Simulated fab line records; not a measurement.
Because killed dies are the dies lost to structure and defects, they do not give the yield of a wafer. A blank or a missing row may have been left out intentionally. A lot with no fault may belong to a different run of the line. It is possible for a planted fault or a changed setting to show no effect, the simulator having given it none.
The tool behind it: which one? -- flow sky130 -- at 1 step of a route of 708, 6 lots with 18 wafers sampled

== WHAT EACH GAUGE READ, for each wafer ==
SKY_FIELD_ISO_THK_MEAS_02.
lot,measured,on,FIELD_ISO_OXIDATION_00_THK (nm)
L718,day 1 22:29,filmMetro-04,11.85 12.10 11.92
L720,day 2 09:11,filmMetro-01,12.13 12.18 12.14
L722,day 2 20:32,filmMetro-03,12.16 12.29 12.05
L733,day 5 00:38,filmMetro-03,12.02 11.91 12.13
L735,day 5 13:01,filmMetro-04,12.07 11.99 12.05
L738,day 6 02:37,filmMetro-04,11.77 11.88 11.54

== WHICH TOOL RAN EACH LOT (tool, then ch and the chambers of the sampled wafers, then the start) ==
Record: no process step prior to these readings.

== THE ANSWER, worked out from the rows above alone ==
Rule: the lots themselves supply what counts as usual. The widest of any qualifying gaps counts: lots, ordered by their means at a reading, are off when they make up no more than a third of the lots, leave a main group of 4 or more, and stand apart from it by 3 or more times the standard deviation of that group's means. If all means in a main group match to the digits the tables above print for the reading, that group is not used. Also off: a lot with no number at a reading for which 4 or more lots have one. The other lots that the step has rows for count as sound.
Across all readings shown, no lot is off: no conclusion can be drawn from this.

== WHAT WAS PUT IN BY THE SIMULATOR ==
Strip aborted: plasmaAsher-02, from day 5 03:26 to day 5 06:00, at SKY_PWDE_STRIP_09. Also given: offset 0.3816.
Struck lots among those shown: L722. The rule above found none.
